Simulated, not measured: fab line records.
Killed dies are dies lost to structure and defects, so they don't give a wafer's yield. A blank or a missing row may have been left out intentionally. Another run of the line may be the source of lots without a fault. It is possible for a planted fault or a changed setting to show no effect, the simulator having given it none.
What tool caused it? -- flow gf180mcu -- Sampling: 12 lots, 36 wafers, 4 of 602 route steps

WHAT THE GAUGES READ, wafer by wafer
GF_NWELL_OVL_MEAS_07. Usual: NWELL_OVL typically reads 0.5 nm, with standard deviation 1.4.
lot,measured,on,NWELL_OVL (nm),flag
L243,day 3 17:44,overlay-01,0.1 -1.0 0.7,
L244,day 3 22:52,overlay-02,4.9 1.4 1.4,
L245,day 3 23:32,overlay-02,1.8 2.4 -0.5,
L247,day 4 11:23,overlay-02,1.4 1.5 2.3,
L246,day 4 12:01,overlay-01,0.6 -0.6 0.6,
L254,day 6 04:40,overlay-02,-0.2 -0.5 1.6,
L256,day 7 02:29,overlay-01,-1.4 -1.4 -1.0,
L258,day 7 02:50,overlay-02,4.4 0.8 2.3,
L259,day 7 08:16,overlay-02,1.1 2.6 0.8,
L261,day 7 12:32,overlay-01,-1.5 0.1 0.2,
L263,day 7 19:20,overlay-01,-1.3 -1.3 -0.5,
L265,day 8 08:08,overlay-02,0.8 2.2 -0.2,

GF_VT_IMPLANT_RS_MEAS_48: uses a four-point probe to measure. Usual: LVPWELL_RS typically reads 1196.7 ohm/sq, with standard deviation 3.
lot,measured,on,LVPWELL_RS (ohm/sq),flag
L243,day 7 18:52,film-metro-04,1195.3 1193.7 1192.2,
L244,day 8 00:37,film-metro-02,1196.1 1197.3 1197.0,
L245,day 8 01:39,film-metro-01,1198.0 1200.0 1195.1,
L247,day 8 15:40,film-metro-01,1191.9 1188.3 1191.2,
L246,day 8 16:49,film-metro-04,1202.6 1199.5 1202.9,
L254,day 11 01:33,film-metro-04,1209.8 1201.9 1201.6,
L256,day 12 03:22,film-metro-02,1208.7 1197.6 1196.2,
L258,day 12 04:04,film-metro-04,1200.1 1196.6 1198.0,
L259,day 12 10:36,film-metro-01,1195.5 1196.7 1193.1,
L261,day 12 17:22,film-metro-04,1194.4 1193.5 1196.6,
L263,day 13 02:28,film-metro-02,1199.5 1193.0 1194.3,
L265,day 13 17:28,film-metro-01,1193.7 1194.8 1196.6,

EACH LOT AND THE TOOL THAT RAN IT (in order: tool; ch and the chambers of the sampled wafers; start)
lot,GF_DNWELL_STRIP_08,GF_LVPWELL_IMPLANT_08
L243,"plasma-asher-04 ch 0,1, day 3 06:28","implanter-01 ch 0, day 4 06:27"
L244,"plasma-asher-01 ch 1, day 3 11:20","implanter-04 ch 0, day 4 11:53"
L245,"plasma-asher-04 ch 0,1, day 3 12:11","implanter-01 ch 0, day 4 12:27"
L247,"plasma-asher-01 ch 0,1, day 3 22:42","implanter-03 ch 0, day 5 00:44"
L246,"plasma-asher-03 ch 0, day 3 23:01","implanter-03 ch 0, day 5 01:17"
L254,"plasma-asher-03 ch 0,1, day 5 15:01","implanter-03 ch 0, day 6 20:02"
L256,"plasma-asher-03 ch 0,1, day 6 12:05","implanter-03 ch 0, day 7 18:18"
L258,"plasma-asher-01 ch 0,1, day 6 12:14","implanter-04 ch 0, day 7 18:39"
L259,"plasma-asher-03 ch 0,1, day 6 17:17","implanter-04 ch 0, day 8 00:15"
L261,"plasma-asher-03 ch 0,1, day 6 20:47","implanter-01 ch 0, day 8 04:47"
L263,"plasma-asher-01 ch 0,1, day 7 04:16","implanter-04 ch 0, day 8 11:00"
L265,"plasma-asher-03 ch 0,1, day 7 16:07","implanter-04 ch 0, day 9 00:08"
- GF_DNWELL_STRIP_08: strips in O2/N2.
- GF_LVPWELL_IMPLANT_08

AS READ BY THE TOOLS THEMSELVES (means over the sampled wafers that have a number; for cases with no such wafer, the mark the record gives instead)
GF_DNWELL_STRIP_08. Usual: drypump-motor-current-A 5.9 A, standard deviation 0.36; heater-power-w 349 W, standard deviation 24; oes-product-au 0.723 a.u., standard deviation 0.0043; strip-time-to-endpoint-s 36.97 s, standard deviation 0.11.
lot,tool,drypump-motor-current-A (A),heater-power-w (W),oes-product-au (a.u.),strip-time-to-endpoint-s (s),flag
L243,plasma-asher-04,5.6,346,0.722,36.95,
L244,plasma-asher-01,5.6,312,0.722,36.85,
L245,plasma-asher-04,5.9,333,0.719,36.95,
L247,plasma-asher-01,5.7,338,0.720,36.90,
L246,plasma-asher-03,6.4,361,0.718,36.82,
L254,plasma-asher-03,6.2,359,0.725,36.98,
L256,plasma-asher-03,6.0,359,0.722,36.86,
L258,plasma-asher-01,5.7,360,0.728,37.04,
L259,plasma-asher-03,6.2,352,0.722,37.01,
L261,plasma-asher-03,6.2,360,0.726,37.13,
L263,plasma-asher-01,5.6,362,0.720,36.91,
L265,plasma-asher-03,6.2,363,0.724,36.98,

GF_LVPWELL_IMPLANT_08. Usual: tilt-deg 0.001 degrees, standard deviation 0.017.
lot,tool,tilt-deg (degrees),flag
L243,implanter-01,0.001,
L244,implanter-04,0.017,
L245,implanter-01,0.007,
L247,implanter-03,-0.002,
L246,implanter-03,-0.016,
L254,implanter-03,-0.015,
L256,implanter-03,-0.010,
L258,implanter-04,-0.007,
L259,implanter-04,0.013,
L261,implanter-01,0.000,
L263,implanter-04,0.004,
L265,implanter-04,0.016,

THE ANSWER, worked out from the rows above alone
Rule: a lot is off if the mean of its wafers that have a number lies more than 3 standard deviations from the usual mean. Also off: a lot with no number at a reading for which 4 or more lots have one. The other lots that the step has rows for count as sound. The gauges are gone through in route order, then the tools' own readings, and for those a lot's mean is taken as printed above. The first step at which some lot is off is used, and at that step the reading that is off furthest; a lot without a number counts as furthest.
Across all readings shown, no lot is off: no conclusion can be drawn from this.

WHAT THE SIMULATOR PUT IN
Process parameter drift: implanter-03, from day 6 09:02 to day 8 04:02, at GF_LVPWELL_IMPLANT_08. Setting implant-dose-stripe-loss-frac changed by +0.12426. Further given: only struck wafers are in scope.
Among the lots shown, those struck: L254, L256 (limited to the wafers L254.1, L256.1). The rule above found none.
